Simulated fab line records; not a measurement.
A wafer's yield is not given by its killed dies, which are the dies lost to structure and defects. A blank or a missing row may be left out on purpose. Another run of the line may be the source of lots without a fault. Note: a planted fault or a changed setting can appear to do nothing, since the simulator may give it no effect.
A lot that was struck, set against a sound lot	flow gf180mcu	15 steps out of a route of 602
Sound: these wafers, L831.3, L831.5, L831.6. Struck: wafers L838.2, L838.3, L838.5. Last of all comes the cause.
Order at every step that has rows: each side's tool, ch and its chambers, its first start. Under that, the readings that differ: sound wafers	struck wafers	difference of the means	sigmas: that difference in standard deviations of wafers without a fault.
alike: readings with means less than 2 such deviations apart, plus words and numbers identical on both sides. not compared: withheld readings, readings lacking a value on some wafer, bounds such as >300 that could conceal the same value, and numbers that have no deviation in the record and whose values overlap.
A row with sigmas, a row that says differs or no value, or rows on one side alone: a step with any of these is where the two part. Numbers that have no deviation but don't overlap get no sigmas and don't part them. A reading missing from all wafers of one side parts the sides only when that side holds two or more wafers.

first, 1 step without rows for these wafers: GF_NWELL_IMPLANT_09.
GF_NWELL_STRIP_10: strips in O2/N2.
  sound on plasma asher-04 ch 0,1, day 3 22:59; struck on plasma asher-01 ch 0,1, day 5 13:01
  alike: drypump motor current A, heater power w, oes product au, strip time to endpoint s
  not compared: rf hours counter h
GF_NWELL_TW_MEAS_11:
  sound on film metro-02, day 3 23:04; struck on film metro-04, day 5 13:07
reading	sound	struck	difference	sigmas
NWELL_TW	1545 1542 1553	1602 1600 1606	+56	+3
then, 7 steps without rows for these wafers: GF_LVPWELL_DEHYDRATE_00 (time 60 s); GF_LVPWELL_HMDS_01 (prime time 60 s); GF_LVPWELL_COAT_02 (resist thk 3000 nm); GF_LVPWELL_SOFTBAKE_03; GF_LVPWELL_EXPOSE_04 (exposes mask LVPWELL, target cd 600 nm); GF_LVPWELL_PEB_05; GF_LVPWELL_DEVELOP_06 (develop time 60 s).
GF_LVPWELL_OVL_MEAS_07:
  sound on overlay-02, day 4 12:23; struck on overlay-02, day 6 03:34
  alike: LVPWELL_OVL
following that, these wafers have no rows for 1 step: GF_LVPWELL_IMPLANT_08.
GF_LVPWELL_IMPLANT_09:
  sound on implanter-01 ch 0, day 4 12:37; struck on implanter-03 ch 0, day 6 03:46
reading	sound	struck	difference	sigmas
beam energy keV	60.008 59.997 60.001	62.032 62.012 62.029	+2.022	+99 or more
model.implant.rp nm (nm)	187.7 187.7 187.7	203 203 203	+15	
model.implant.drp nm (nm)	64.53 64.53 64.53	65.66 65.66 65.66	+1.13	
GF_LVPWELL_STRIP_10: strips in O2/N2.
  sound on plasma asher-04 ch 0,1, day 4 12:44; struck on plasma asher-04 ch 0,1, day 6 03:53
  alike: drypump motor current A, heater power w, oes product au, strip time to endpoint s
  not compared: rf hours counter h
-- the record jumps here: 26 days lie between the struck wafers' starts before and after (it left off in module LVPWELL and takes up again in module PASSIVATION, whose first step shown is number 602 of the route) --
GF_PASSIVATION_PROBE_99:
  record: rows for the struck wafers here (prober-02, day 32 01:13), none for the sound ones

== WHERE THEY PART ==
Earliest at GF_NWELL_TW_MEAS_11; latest, in this record, at GF_PASSIVATION_PROBE_99.

WHY: the cause the simulator had injected
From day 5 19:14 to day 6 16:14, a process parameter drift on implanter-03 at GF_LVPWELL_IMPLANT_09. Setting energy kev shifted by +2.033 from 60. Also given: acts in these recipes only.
